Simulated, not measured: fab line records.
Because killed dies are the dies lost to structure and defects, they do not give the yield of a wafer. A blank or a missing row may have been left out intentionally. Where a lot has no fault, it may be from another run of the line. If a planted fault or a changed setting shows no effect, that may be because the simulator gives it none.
The tool behind it: which one? || flow gf180mcu || Sampling: 11 lots, 33 wafers, 5 of 602 route steps

== WHAT THE GAUGES SHOWED, per wafer ==
GF_HV_LDD_OVL_MEAS_47.
{"lot": "L700", "measured": "day 13 00:57", "on": "overlay-02", "HV_LDD_03_OVL (nm)": "0.4 -3.6 -2.8"}
{"lot": "L702", "measured": "day 13 12:42", "on": "overlay-02", "HV_LDD_03_OVL (nm)": "-0.1 -2.1 -0.9"}
{"lot": "L706", "measured": "day 14 20:15", "on": "overlay-02", "HV_LDD_03_OVL (nm)": "0.3 -1.0 0.1"}
{"lot": "L713", "measured": "day 17 04:55", "on": "overlay-01", "HV_LDD_03_OVL (nm)": "1.4 -1.5 1.0"}
{"lot": "L715", "measured": "day 18 03:48", "on": "overlay-02", "HV_LDD_03_OVL (nm)": "-1.5 -0.9 -0.6"}
{"lot": "L716", "measured": "day 18 06:22", "on": "overlay-02", "HV_LDD_03_OVL (nm)": "-2.7 -0.2 -0.3"}
{"lot": "L717", "measured": "day 18 15:40", "on": "overlay-01", "HV_LDD_03_OVL (nm)": "-2.3 -0.9 -2.9"}
{"lot": "L718", "measured": "day 19 01:46", "on": "overlay-01", "HV_LDD_03_OVL (nm)": "1.0 0.2 0.8"}
{"lot": "L719", "measured": "day 19 17:34", "on": "overlay-02", "HV_LDD_03_OVL (nm)": "0.6 1.4 -0.3"}
{"lot": "L721", "measured": "day 20 02:26", "on": "overlay-02", "HV_LDD_03_OVL (nm)": "-1.1 -3.3 -1.6"}
{"lot": "L720", "measured": "day 20 06:19", "on": "overlay-01", "HV_LDD_03_OVL (nm)": "-2.9 -1.0 -1.4"}

GF_PSD_TW_MEAS_11.
{"lot": "L700", "measured": "day 14 20:50", "on": "filmMetro-02", "PSD_TW": "3145 3146 3147"}
{"lot": "L702", "measured": "day 15 10:56", "on": "filmMetro-01", "PSD_TW": "3241 3251 3247"}
{"lot": "L706", "measured": "day 16 20:00", "on": "filmMetro-04", "PSD_TW": "30 30 30 30 30 30"}
{"lot": "L713", "measured": "day 19 08:20", "on": "filmMetro-01", "PSD_TW": "3202 3193 3216"}
{"lot": "L715", "measured": "day 20 11:53", "on": "filmMetro-01", "PSD_TW": "3199 3204 3212"}
{"lot": "L716", "measured": "day 20 11:29", "on": "filmMetro-01", "PSD_TW": "3200 3202 3183"}
{"lot": "L717", "measured": "day 20 19:32", "on": "filmMetro-01", "PSD_TW": "3222 3189 3209"}
{"lot": "L718", "measured": "day 21 05:55", "on": "filmMetro-01", "PSD_TW": "3236 3226 3216"}
{"lot": "L719", "measured": "day 21 21:11", "on": "filmMetro-02", "PSD_TW": "3163 3167 3151"}
{"lot": "L721", "measured": "day 22 06:46", "on": "filmMetro-02", "PSD_TW": "3142 3141 3130"}
{"lot": "L720", "measured": "day 22 09:07", "on": "filmMetro-02", "PSD_TW": "3137 3143 3140"}

GF_SAB_OVL_MEAS_10.
{"lot": "L700", "measured": "day 15 18:04", "on": "overlay-02", "SAB_OVL (nm)": "-1.1 0.6 1.3"}
{"lot": "L702", "measured": "day 16 08:56", "on": "overlay-01", "SAB_OVL (nm)": "-0.3 -2.9 -1.6"}
{"lot": "L713", "measured": "day 20 08:39", "on": "overlay-02", "SAB_OVL (nm)": "0.7 -0.4 -1.2"}
{"lot": "L715", "measured": "day 21 12:08", "on": "overlay-02", "SAB_OVL (nm)": "-1.3 -0.9 0.8"}
{"lot": "L716", "measured": "day 21 11:50", "on": "overlay-01", "SAB_OVL (nm)": "-2.7 -2.9 -3.2"}
{"lot": "L717", "measured": "day 21 19:50", "on": "overlay-01", "SAB_OVL (nm)": "-2.4 -1.6 -1.1"}
{"lot": "L718", "measured": "day 22 06:22", "on": "overlay-02", "SAB_OVL (nm)": "0.9 1.6 1.7"}
{"lot": "L719", "measured": "day 22 20:01", "on": "overlay-01", "SAB_OVL (nm)": "-1.9 -1.4 -0.5"}
{"lot": "L721", "measured": "day 23 06:10", "on": "overlay-01", "SAB_OVL (nm)": "0.1 -0.3 2.0"}
{"lot": "L720", "measured": "day 23 08:01", "on": "overlay-02", "SAB_OVL (nm)": "0.5 0.0 0.6"}

== WHICH TOOL RAN EACH LOT (tool, then ch and the chambers of the sampled wafers, then the start) ==
{"lot": "L700", "GF_NSD_STRIP_11": "plasmaAsher-01 ch 0,1, day 13 23:37", "GF_PSD_STRIP_10": "plasmaAsher-03 ch 0,1, day 14 20:44"}
{"lot": "L702", "GF_NSD_STRIP_11": "plasmaAsher-01 ch 1, day 14 12:50", "GF_PSD_STRIP_10": "plasmaAsher-01 ch 1, day 15 10:50"}
{"lot": "L706", "GF_NSD_STRIP_11": "plasmaAsher-01 ch 0, day 15 21:18", "GF_PSD_STRIP_10": "plasmaAsher-03 ch 1, day 16 19:53"}
{"lot": "L713", "GF_NSD_STRIP_11": "plasmaAsher-04 ch 1, day 18 08:32", "GF_PSD_STRIP_10": "plasmaAsher-01 ch 1, day 19 08:14"}
{"lot": "L715", "GF_NSD_STRIP_11": "plasmaAsher-01 ch 0,1, day 19 11:43", "GF_PSD_STRIP_10": "plasmaAsher-04 ch 0,1, day 20 11:47"}
{"lot": "L716", "GF_NSD_STRIP_11": "plasmaAsher-02 ch 0,1, day 19 11:38", "GF_PSD_STRIP_10": "plasmaAsher-01 ch 0,1, day 20 11:23"}
{"lot": "L717", "GF_NSD_STRIP_11": "plasmaAsher-04 ch 0,1, day 19 19:17", "GF_PSD_STRIP_10": "plasmaAsher-03 ch 0,1, day 20 19:26"}
{"lot": "L718", "GF_NSD_STRIP_11": "plasmaAsher-04 ch 0,1, day 20 05:38", "GF_PSD_STRIP_10": "plasmaAsher-03 ch 0,1, day 21 05:49"}
{"lot": "L719", "GF_NSD_STRIP_11": "plasmaAsher-01 ch 0,1, day 20 20:43", "GF_PSD_STRIP_10": "plasmaAsher-01 ch 0,1, day 21 21:05"}
{"lot": "L721", "GF_NSD_STRIP_11": "plasmaAsher-04 ch 0,1, day 21 06:24", "GF_PSD_STRIP_10": "plasmaAsher-01 ch 0,1, day 22 06:40"}
{"lot": "L720", "GF_NSD_STRIP_11": "plasmaAsher-01 ch 0,1, day 21 09:35", "GF_PSD_STRIP_10": "plasmaAsher-04 ch 0,1, day 22 09:01"}
- GF_NSD_STRIP_11: strips in O2/N2.
- GF_PSD_STRIP_10: strips in O2/N2.

== AS READ BY THE TOOLS THEMSELVES (means over the sampled wafers that have a number; for cases with no such wafer, the mark the record gives instead) ==
GF_NSD_STRIP_11.
{"lot": "L700", "tool": "plasmaAsher-01", "drypumpMotorCurrentA (A)": 5.4, "heaterPowerW (W)": 349, "oesProductAu (a.u.)": 0.487, "stripTimeToEndpointS (s)": 23.01}
{"lot": "L702", "tool": "plasmaAsher-01", "drypumpMotorCurrentA (A)": 5.0, "heaterPowerW (W)": 305, "oesProductAu (a.u.)": 0.484, "stripTimeToEndpointS (s)": 22.96}
{"lot": "L706", "tool": "plasmaAsher-01", "drypumpMotorCurrentA (A)": 5.6, "heaterPowerW (W)": 375, "oesProductAu (a.u.)": 0.485, "stripTimeToEndpointS (s)": "-"}
{"lot": "L713", "tool": "plasmaAsher-04", "drypumpMotorCurrentA (A)": 6.0, "heaterPowerW (W)": 336, "oesProductAu (a.u.)": 0.488, "stripTimeToEndpointS (s)": 22.92}
{"lot": "L715", "tool": "plasmaAsher-01", "drypumpMotorCurrentA (A)": 5.4, "heaterPowerW (W)": 347, "oesProductAu (a.u.)": 0.488, "stripTimeToEndpointS (s)": 23.01}
{"lot": "L716", "tool": "plasmaAsher-02", "drypumpMotorCurrentA (A)": 6.2, "heaterPowerW (W)": 306, "oesProductAu (a.u.)": 0.480, "stripTimeToEndpointS (s)": 22.93}
{"lot": "L717", "tool": "plasmaAsher-04", "drypumpMotorCurrentA (A)": 5.9, "heaterPowerW (W)": 322, "oesProductAu (a.u.)": 0.490, "stripTimeToEndpointS (s)": 22.91}
{"lot": "L718", "tool": "plasmaAsher-04", "drypumpMotorCurrentA (A)": 5.9, "heaterPowerW (W)": 319, "oesProductAu (a.u.)": 0.489, "stripTimeToEndpointS (s)": 22.98}
{"lot": "L719", "tool": "plasmaAsher-01", "drypumpMotorCurrentA (A)": 5.2, "heaterPowerW (W)": 328, "oesProductAu (a.u.)": 0.485, "stripTimeToEndpointS (s)": 22.98}
{"lot": "L721", "tool": "plasmaAsher-04", "drypumpMotorCurrentA (A)": 5.9, "heaterPowerW (W)": 333, "oesProductAu (a.u.)": 0.488, "stripTimeToEndpointS (s)": 22.96}
{"lot": "L720", "tool": "plasmaAsher-01", "drypumpMotorCurrentA (A)": 5.2, "heaterPowerW (W)": 326, "oesProductAu (a.u.)": 0.484, "stripTimeToEndpointS (s)": 22.92}

GF_PSD_STRIP_10.
{"lot": "L700", "tool": "plasmaAsher-03", "drypumpMotorCurrentA (A)": 5.3, "heaterPowerW (W)": 307, "oesProductAu (a.u.)": 0.587, "stripTimeToEndpointS (s)": 16.60}
{"lot": "L702", "tool": "plasmaAsher-01", "drypumpMotorCurrentA (A)": 5.0, "heaterPowerW (W)": 302, "oesProductAu (a.u.)": 0.590, "stripTimeToEndpointS (s)": 16.59}
{"lot": "L706", "tool": "plasmaAsher-03", "drypumpMotorCurrentA (A)": 5.0, "heaterPowerW (W)": 289, "oesProductAu (a.u.)": 0.628, "stripTimeToEndpointS (s)": 22.57}
{"lot": "L713", "tool": "plasmaAsher-01", "drypumpMotorCurrentA (A)": 5.0, "heaterPowerW (W)": 301, "oesProductAu (a.u.)": 0.596, "stripTimeToEndpointS (s)": 16.57}
{"lot": "L715", "tool": "plasmaAsher-04", "drypumpMotorCurrentA (A)": 5.9, "heaterPowerW (W)": 334, "oesProductAu (a.u.)": 0.594, "stripTimeToEndpointS (s)": 16.52}
{"lot": "L716", "tool": "plasmaAsher-01", "drypumpMotorCurrentA (A)": 5.2, "heaterPowerW (W)": 326, "oesProductAu (a.u.)": 0.587, "stripTimeToEndpointS (s)": 16.48}
{"lot": "L717", "tool": "plasmaAsher-03", "drypumpMotorCurrentA (A)": 5.3, "heaterPowerW (W)": 309, "oesProductAu (a.u.)": 0.593, "stripTimeToEndpointS (s)": 16.56}
{"lot": "L718", "tool": "plasmaAsher-03", "drypumpMotorCurrentA (A)": 5.6, "heaterPowerW (W)": 325, "oesProductAu (a.u.)": 0.591, "stripTimeToEndpointS (s)": 16.47}
{"lot": "L719", "tool": "plasmaAsher-01", "drypumpMotorCurrentA (A)": 5.2, "heaterPowerW (W)": 324, "oesProductAu (a.u.)": 0.595, "stripTimeToEndpointS (s)": 16.59}
{"lot": "L721", "tool": "plasmaAsher-01", "drypumpMotorCurrentA (A)": 5.4, "heaterPowerW (W)": 350, "oesProductAu (a.u.)": 0.589, "stripTimeToEndpointS (s)": 16.53}
{"lot": "L720", "tool": "plasmaAsher-04", "drypumpMotorCurrentA (A)": 5.9, "heaterPowerW (W)": 327, "oesProductAu (a.u.)": 0.589, "stripTimeToEndpointS (s)": 16.53}

== THE ANSWER, worked out from the rows above alone ==
Rule: usual is defined by the lots themselves. The widest of any qualifying gaps counts: lots, ordered by their means at a reading, are off when they make up no more than a third of the lots, leave a main group of 4 or more, and stand apart from it by 3 or more times the standard deviation of that group's means. Not used: any main group whose means are identical at the precision the tables above print for the reading. A lot without any number at a reading at which 4 lots or more have one is off too. Where the step has rows for the other lots, those lots are counted as sound. Order of review: gauges by route order, followed by the tools' own readings, for which a lot's mean as printed above is used. At the first step where some lot is off, the reading lying furthest off is the one used; lots without a number count as furthest.
Off: L706, seen at GF_PSD_TW_MEAS_11 (PSD_TW). Main group: mean 3187, sd 36.
A tool fits if, at a process step before that reading, it ran every lot that is off, and no sound lot after the first of them. The gauges at GF_PSD_TW_MEAS_11 aren't tried: what is off there is off at GF_NSD_STRIP_11 too, on other tools, and a gauge's error can't cause that. Of those tried, none fits.

== WHAT WAS PUT IN BY THE SIMULATOR ==
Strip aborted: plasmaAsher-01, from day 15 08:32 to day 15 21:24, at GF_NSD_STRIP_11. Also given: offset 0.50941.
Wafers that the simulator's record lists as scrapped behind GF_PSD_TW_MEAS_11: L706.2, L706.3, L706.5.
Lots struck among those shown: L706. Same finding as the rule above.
